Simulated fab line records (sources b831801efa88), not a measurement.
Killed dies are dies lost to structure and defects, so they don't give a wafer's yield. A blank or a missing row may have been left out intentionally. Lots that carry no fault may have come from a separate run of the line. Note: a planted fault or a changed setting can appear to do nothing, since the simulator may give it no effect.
Which tool was responsible? :: flow gf180mcu :: 39 wafers from 13 lots sampled at 4 of the route's 602 steps

== WHAT THE GAUGES SHOWED, per wafer ==
GF_V5_OVL_MEAS_15.
lot: L338
measured: day 27 02:44
on: overlay-02
V5_OVL (nm): 5 8 11

lot: L339
measured: day 27 05:04
on: overlay-02
V5_OVL (nm): -2 0 1

lot: L340
measured: day 27 13:25
on: overlay-01
V5_OVL (nm): 5 2 -1

lot: L341
measured: day 28 12:08
on: overlay-01
V5_OVL (nm): 7 11 4

lot: L342
measured: day 28 14:01
on: overlay-01
V5_OVL (nm): 5 10 10

lot: L344
measured: day 29 05:02
on: overlay-01
V5_OVL (nm): 4 9 2

lot: L343
measured: day 29 08:41
on: overlay-01
V5_OVL (nm): 2 3 -8

lot: L347
measured: day 29 22:26
on: overlay-01
V5_OVL (nm): -2 -5 2

lot: L348
measured: day 30 08:28
on: overlay-01
V5_OVL (nm): 5 7 1

lot: L350
measured: day 30 16:10
on: overlay-02
V5_OVL (nm): 11 4 3

lot: L351
measured: day 31 04:49
on: overlay-02
V5_OVL (nm): 3 9 5

lot: L359
measured: day 32 21:17
on: overlay-02
V5_OVL (nm): 5 4 8

lot: L361
measured: day 33 12:17
on: overlay-02
V5_OVL (nm): -3 5 -2

GF_TOP_METAL_RS_MEAS_05: measurement is done with a four-point probe.
lot: L338
measured: day 27 04:25
on: film-metro-01
TOP_METAL_ALCU_RS (ohm/sq): 0.0328 0.0326 0.0330

lot: L339
measured: day 27 06:41
on: film-metro-02
TOP_METAL_ALCU_RS (ohm/sq): 0.0330 0.0330 0.0324

lot: L340
measured: day 27 15:02
on: film-metro-02
TOP_METAL_ALCU_RS (ohm/sq): 0.0323 0.0326 0.0320

lot: L341
measured: day 28 13:48
on: film-metro-02
TOP_METAL_ALCU_RS (ohm/sq): 0.0332 0.0328 0.0331

lot: L342
measured: day 28 15:44
on: film-metro-01
TOP_METAL_ALCU_RS (ohm/sq): 0.0330 0.0329 0.0328

lot: L344
measured: day 29 06:42
on: film-metro-02
TOP_METAL_ALCU_RS (ohm/sq): 0.0326 0.0327 0.0323

lot: L343
measured: day 29 10:22
on: film-metro-03
TOP_METAL_ALCU_RS (ohm/sq): 0.0325 0.0329 0.0330

lot: L347
measured: day 30 00:04
on: film-metro-01
TOP_METAL_ALCU_RS (ohm/sq): 0.0324 0.0332 0.0326

lot: L348
measured: day 30 10:13
on: film-metro-02
TOP_METAL_ALCU_RS (ohm/sq): 0.0331 0.0328 0.0334

lot: L350
measured: day 30 17:50
on: film-metro-03
TOP_METAL_ALCU_RS (ohm/sq): 0.0328 0.0327 0.0325

lot: L351
measured: day 31 06:26
on: film-metro-01
TOP_METAL_ALCU_RS (ohm/sq): 0.0322 0.0322 0.0323

lot: L359
measured: day 32 22:59
on: film-metro-03
TOP_METAL_ALCU_RS (ohm/sq): 0.0334 0.0330 0.0329

lot: L361
measured: day 33 14:02
on: film-metro-02
TOP_METAL_ALCU_RS (ohm/sq): 0.0329 0.0329 0.0329

== WHAT TOOL EACH LOT RAN ON (gives the tool, then ch and the chambers of the sampled wafers, and finally the start) ==
lot: L338
GF_V5_CMP_26: cmp-01 ch 0,1,2, day 27 03:56
GF_TOP_METAL_SPUTTER_01: pvd-sputter-03, day 27 04:17

lot: L339
GF_V5_CMP_26: cmp-01 ch 0,2,3, day 27 06:19
GF_TOP_METAL_SPUTTER_01: pvd-sputter-01, day 27 06:34

lot: L340
GF_V5_CMP_26: cmp-01 ch 0,1,3, day 27 14:37
GF_TOP_METAL_SPUTTER_01: pvd-sputter-01, day 27 14:55

lot: L341
GF_V5_CMP_26: cmp-01 ch 0,3, day 28 13:17
GF_TOP_METAL_SPUTTER_01: pvd-sputter-01, day 28 13:41

lot: L342
GF_V5_CMP_26: cmp-02 ch 0,2,3, day 28 15:13
GF_TOP_METAL_SPUTTER_01: pvd-sputter-01, day 28 15:37

lot: L344
GF_V5_CMP_26: cmp-01 ch 0,2,3, day 29 06:17
GF_TOP_METAL_SPUTTER_01: pvd-sputter-01, day 29 06:35

lot: L343
GF_V5_CMP_26: cmp-01 ch 2,3, day 29 09:48
GF_TOP_METAL_SPUTTER_01: pvd-sputter-01, day 29 10:14

lot: L347
GF_V5_CMP_26: cmp-01 ch 0,1,2, day 29 23:38
GF_TOP_METAL_SPUTTER_01: pvd-sputter-01, day 29 23:56

lot: L348
GF_V5_CMP_26: cmp-01 ch 0,2, day 30 09:44
GF_TOP_METAL_SPUTTER_01: pvd-sputter-04, day 30 10:05

lot: L350
GF_V5_CMP_26: cmp-02 ch 1,2, day 30 17:20
GF_TOP_METAL_SPUTTER_01: pvd-sputter-03, day 30 17:41

lot: L351
GF_V5_CMP_26: cmp-01 ch 0,1, day 31 05:55
GF_TOP_METAL_SPUTTER_01: pvd-sputter-01, day 31 06:19

lot: L359
GF_V5_CMP_26: cmp-02 ch 1,2, day 32 22:31
GF_TOP_METAL_SPUTTER_01: pvd-sputter-04, day 32 22:52

lot: L361
GF_V5_CMP_26: cmp-01 ch 1,2,3, day 33 13:37
GF_TOP_METAL_SPUTTER_01: pvd-sputter-03, day 33 13:55
- GF_V5_CMP_26: polishes, stops on SiO2, t overpolish 15 s, target thk 0 nm.
- GF_TOP_METAL_SPUTTER_01: material TiN, target thk 30 nm, time 25 s.

== AS READ BY THE TOOLS THEMSELVES (means over the sampled wafers that have a number; for cases with no such wafer, the mark the record gives instead) ==
GF_V5_CMP_26.
lot: L338
tool: cmp-01
motor-current-A (A): 10.5
overpolish-run-s (s): 15.000
retaining-ring-pressure-frac: 0.995
slurry-filter-dp-kPa (kPa): 13.40
time-to-endpoint-s (s): 92

lot: L339
tool: cmp-01
motor-current-A (A): 9.7
overpolish-run-s (s): 14.996
retaining-ring-pressure-frac: 1.001
slurry-filter-dp-kPa (kPa): 13.34
time-to-endpoint-s (s): 95

lot: L340
tool: cmp-01
motor-current-A (A): 10.7
overpolish-run-s (s): 15.000
retaining-ring-pressure-frac: 1.003
slurry-filter-dp-kPa (kPa): 13.55
time-to-endpoint-s (s): 89

lot: L341
tool: cmp-01
motor-current-A (A): 10.6
overpolish-run-s (s): 15.001
retaining-ring-pressure-frac: 0.993
slurry-filter-dp-kPa (kPa): 13.44
time-to-endpoint-s (s): 91

lot: L342
tool: cmp-02
motor-current-A (A): 10.8
overpolish-run-s (s): 15.002
retaining-ring-pressure-frac: 0.995
slurry-filter-dp-kPa (kPa): 13.57
time-to-endpoint-s (s): 84

lot: L344
tool: cmp-01
motor-current-A (A): 9.8
overpolish-run-s (s): 15.004
retaining-ring-pressure-frac: 1.001
slurry-filter-dp-kPa (kPa): 13.33
time-to-endpoint-s (s): 92

lot: L343
tool: cmp-01
motor-current-A (A): 10.1
overpolish-run-s (s): 14.997
retaining-ring-pressure-frac: 1.008
slurry-filter-dp-kPa (kPa): 13.57
time-to-endpoint-s (s): 87

lot: L347
tool: cmp-01
motor-current-A (A): 10.1
overpolish-run-s (s): 15.007
retaining-ring-pressure-frac: 0.997
slurry-filter-dp-kPa (kPa): 13.43
time-to-endpoint-s (s): 91

lot: L348
tool: cmp-01
motor-current-A (A): 9.6
overpolish-run-s (s): 14.998
retaining-ring-pressure-frac: 0.996
slurry-filter-dp-kPa (kPa): 13.59
time-to-endpoint-s (s): 50

lot: L350
tool: cmp-02
motor-current-A (A): 11.1
overpolish-run-s (s): 15.008
retaining-ring-pressure-frac: 0.996
slurry-filter-dp-kPa (kPa): 13.44
time-to-endpoint-s (s): 83

lot: L351
tool: cmp-01
motor-current-A (A): 11.2
overpolish-run-s (s): 15.000
retaining-ring-pressure-frac: 1.002
slurry-filter-dp-kPa (kPa): 13.60
time-to-endpoint-s (s): 52

lot: L359
tool: cmp-02
motor-current-A (A): 10.3
overpolish-run-s (s): 15.003
retaining-ring-pressure-frac: 0.993
slurry-filter-dp-kPa (kPa): 13.48
time-to-endpoint-s (s): 80

lot: L361
tool: cmp-01
motor-current-A (A): 10.4
overpolish-run-s (s): 14.996
retaining-ring-pressure-frac: 0.997
slurry-filter-dp-kPa (kPa): 13.45
time-to-endpoint-s (s): 84

GF_TOP_METAL_SPUTTER_01.
lot: L338
tool: pvd-sputter-03
chamber-pressure-pa (Pa): 0.4000
throttle-valve-pct (%): 29.6

lot: L339
tool: pvd-sputter-01
chamber-pressure-pa (Pa): 0.4001
throttle-valve-pct (%): 28.5

lot: L340
tool: pvd-sputter-01
chamber-pressure-pa (Pa): 0.4000
throttle-valve-pct (%): 29.6

lot: L341
tool: pvd-sputter-01
chamber-pressure-pa (Pa): 0.3997
throttle-valve-pct (%): 28.9

lot: L342
tool: pvd-sputter-01
chamber-pressure-pa (Pa): 0.4001
throttle-valve-pct (%): 28.9

lot: L344
tool: pvd-sputter-01
chamber-pressure-pa (Pa): 0.3987
throttle-valve-pct (%): 28.5

lot: L343
tool: pvd-sputter-01
chamber-pressure-pa (Pa): 0.4006
throttle-valve-pct (%): 28.9

lot: L347
tool: pvd-sputter-01
chamber-pressure-pa (Pa): 0.3998
throttle-valve-pct (%): 29.1

lot: L348
tool: pvd-sputter-04
chamber-pressure-pa (Pa): 0.4007
throttle-valve-pct (%): 30.2

lot: L350
tool: pvd-sputter-03
chamber-pressure-pa (Pa): 0.4000
throttle-valve-pct (%): 29.2

lot: L351
tool: pvd-sputter-01
chamber-pressure-pa (Pa): 0.4001
throttle-valve-pct (%): 29.6

lot: L359
tool: pvd-sputter-04
chamber-pressure-pa (Pa): 0.4001
throttle-valve-pct (%): 29.4

lot: L361
tool: pvd-sputter-03
chamber-pressure-pa (Pa): 0.3995
throttle-valve-pct (%): 30.2

== THE ANSWER, worked out from the rows above alone ==
Rule: what is usual is taken from the lots themselves. The widest of any qualifying gaps counts: lots, ordered by their means at a reading, are off when they make up no more than a third of the lots, leave a main group of 4 or more, and stand apart from it by 3 or more times the standard deviation of that group's means. A main group is skipped when, at the precision printed for the reading in the tables above, its means are all equal. A lot without any number at a reading at which 4 lots or more have one is off too. Any other lot the step has rows for is counted as sound. The gauges are gone through in route order, then the tools' own readings, and for those a lot's mean is taken as printed above. The first step at which some lot is off is used, and at that step the reading that is off furthest; a lot without a number counts as furthest.
Off: L348, L351 (GF_V5_CMP_26, time-to-endpoint-s). Mean 88 s and standard deviation 4.5 in the main group.
If a tool, at that step or one of the process steps before it, ran each lot that is off and ran no sound lot following the first of them, it fits. Not one of the candidates tried fits.

== WHAT THE SIMULATOR PUT IN ==
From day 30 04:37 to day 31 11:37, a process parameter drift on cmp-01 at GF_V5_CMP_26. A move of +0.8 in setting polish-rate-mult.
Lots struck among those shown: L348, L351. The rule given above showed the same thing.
